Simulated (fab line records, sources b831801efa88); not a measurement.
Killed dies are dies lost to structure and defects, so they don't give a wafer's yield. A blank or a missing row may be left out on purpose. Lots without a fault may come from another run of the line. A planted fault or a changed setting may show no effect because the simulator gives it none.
Which tool did it? | flow gf180mcu | 14 lots, 42 wafers sampled, at 4 steps of a route of 602

WHAT THE GAUGES READ, wafer by wafer
GF_CONTACT_THK_MEAS_01.
lot  | measured     | on            | CONTACT_CVD_00_THK (nm)
L262 | day 15 12:37 | film_metro-03 | 302 298 305
L263 | day 15 14:32 | film_metro-04 | 306 300 304
L265 | day 16 00:38 | film_metro-03 | 299 305 306
L266 | day 17 00:28 | film_metro-02 | 300 298 305
L267 | day 17 06:08 | film_metro-04 | 304 299 299
L268 | day 17 15:57 | film_metro-03 | 305 303 300
L269 | day 18 06:46 | film_metro-02 | 304 300 301
L270 | day 18 15:20 | film_metro-04 | 302 300 303
L271 | day 18 19:45 | film_metro-04 | 294 300 299
L272 | day 19 04:47 | film_metro-04 | 300 301 297
L273 | day 19 13:55 | film_metro-03 | 302 304 302
L278 | day 20 23:05 | film_metro-03 | 302 303 299
L279 | day 21 07:40 | film_metro-03 | 298 300 308
L284 | day 22 18:22 | film_metro-04 | 304 304 305

GF_M1_THK_MEAS_06: measures by xrf.
lot  | measured     | on            | M1_ALCU_THK (nm)
L262 | day 16 11:28 | film_metro-04 | 449 448 459
L263 | day 16 14:49 | film_metro-01 | 447 443 444
L265 | day 17 00:44 | film_metro-01 | 443 439 448
L266 | day 18 00:56 | film_metro-02 | 443 435 444
L267 | day 18 07:11 | film_metro-04 | 448 452 446
L268 | day 18 17:10 | film_metro-01 | 436 440 440
L269 | day 19 08:43 | film_metro-01 | 440 439 444
L270 | day 19 16:50 | film_metro-04 | 445 444 452
L271 | day 19 21:15 | film_metro-01 | 451 442 443
L272 | day 20 06:41 | film_metro-04 | 445 446 442
L273 | day 20 16:25 | film_metro-04 | 450 449 450
L278 | day 22 01:23 | film_metro-01 | 444 443 451
L279 | day 22 09:25 | film_metro-01 | 435 436 444
L284 | day 23 20:34 | film_metro-01 | 455 452 456

WHICH TOOL RAN EACH LOT (tool, then ch and the chambers of the sampled wafers, then the start)
lot  | GF_CONTACT_CVD_02               | GF_M1_SPUTTER_04
L262 | pecvd-02 ch 1,2, day 15 12:39   | pvd_sputter-04, day 16 11:18
L263 | pecvd-01 ch 0,1, day 15 14:35   | pvd_sputter-04, day 16 14:38
L265 | pecvd-04 ch 0,1,2, day 16 00:41 | pvd_sputter-02, day 17 00:34
L266 | pecvd-04 ch 0,2, day 17 00:31   | pvd_sputter-04, day 18 00:46
L267 | pecvd-02 ch 0,1,2, day 17 06:11 | pvd_sputter-04, day 18 07:02
L268 | pecvd-02 ch 0,2, day 17 16:01   | pvd_sputter-03, day 18 17:01
L269 | pecvd-02 ch 0,1,2, day 18 06:50 | pvd_sputter-03, day 19 08:34
L270 | pecvd-02 ch 0,2, day 18 15:23   | pvd_sputter-03, day 19 16:40
L271 | pecvd-02 ch 0,1,2, day 18 19:49 | pvd_sputter-03, day 19 21:05
L272 | pecvd-01 ch 0,1, day 19 04:50   | pvd_sputter-03, day 20 06:31
L273 | pecvd-04 ch 0,1,2, day 19 13:58 | pvd_sputter-03, day 20 16:15
L278 | pecvd-01 ch 0,2, day 20 23:09   | pvd_sputter-03, day 22 01:14
L279 | pecvd-02 ch 0,1, day 21 07:42   | pvd_sputter-03, day 22 09:14
L284 | pecvd-01 ch 0,1,2, day 22 18:24 | pvd_sputter-04, day 23 20:23
- GF_CONTACT_CVD_02: deposits SiO2 from TEOS, target thk 860 nm, time 95.992 s.
- GF_M1_SPUTTER_04: material TiN, target thk 50 nm, time 41.7 s.

WHAT THE TOOLS THEMSELVES READ (means of the sampled wafers that have a number; where no wafer has one, the mark that the record gives instead)
GF_CONTACT_CVD_02.
lot  | tool     | heater_power_w (W)
L262 | pecvd-02 | 703
L263 | pecvd-01 | 747
L265 | pecvd-04 | 654
L266 | pecvd-04 | 733
L267 | pecvd-02 | 689
L268 | pecvd-02 | 574
L269 | pecvd-02 | 639
L270 | pecvd-02 | 570
L271 | pecvd-02 | 650
L272 | pecvd-01 | 790
L273 | pecvd-04 | 608
L278 | pecvd-01 | 716
L279 | pecvd-02 | 778
L284 | pecvd-01 | 728

GF_M1_SPUTTER_04.
lot  | tool           | chamber_pressure_pa (Pa) | throttle_valve_pct (%)
L262 | pvd_sputter-04 | 0.3993                   | 30.0
L263 | pvd_sputter-04 | 0.4001                   | 29.5
L265 | pvd_sputter-02 | 0.4006                   | 29.0
L266 | pvd_sputter-04 | 0.3993                   | 30.1
L267 | pvd_sputter-04 | 0.3992                   | 29.8
L268 | pvd_sputter-03 | 0.4001                   | 31.2
L269 | pvd_sputter-03 | 0.4008                   | 29.5
L270 | pvd_sputter-03 | 0.4000                   | 29.6
L271 | pvd_sputter-03 | 0.4010                   | 30.3
L272 | pvd_sputter-03 | 0.3987                   | 30.3
L273 | pvd_sputter-03 | 0.4003                   | 31.9
L278 | pvd_sputter-03 | 0.3744                   | 30.6
L279 | pvd_sputter-03 | 0.3745                   | 32.2
L284 | pvd_sputter-04 | 0.4004                   | 28.6

THE ANSWER, worked out from the rows above alone
Rule: what is usual is taken from the lots themselves. Put in order of their means at a reading, lots are off if they are a third of the lots or fewer, leave a main group of 4 or more, and stand apart from it by a gap of 3 or more times the standard deviation of the main group's means; of several such gaps the widest counts. A main group whose means are all the same, to the digits that the tables above print for the reading, isn't used. A lot without any number at a reading at which 4 lots or more have one is off too. The other lots that the step has rows for count as sound. The gauges are gone through in route order, then the tools' own readings, and for those a lot's mean is taken as printed above. The first step at which some lot is off is used, and at that step the reading that is off furthest; a lot without a number counts as furthest.
Off: L278, L279, at GF_M1_SPUTTER_04 (chamber_pressure_pa). The main group: mean 0.4000 Pa, standard deviation 0.00068.
A tool fits if, at that step or a process step before it, it ran every lot that is off, and no sound lot after the first of them. One fits: pvd_sputter-03 at GF_M1_SPUTTER_04. Its last sound lot is L273 (day 20 16:15), its first lot that is off L278 (day 22 01:14): a fault that began between those two fits.
The tool's own readings at GF_M1_SPUTTER_04 bear it out: on the lots that are off they differ by more than 5 times the standard deviation of the sound lots' means. chamber_pressure_pa reads 0.3745 Pa there against 0.4000 Pa on the sound lots.

WHAT THE SIMULATOR HAD PUT IN
Process parameter drift: pvd_sputter-03, from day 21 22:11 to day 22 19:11, at GF_M1_SPUTTER_04. Setting chamber_pressure_pa, moved by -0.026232, from 0.4. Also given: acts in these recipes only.
Lots struck among those shown: L278, L279. The rule above found the same.
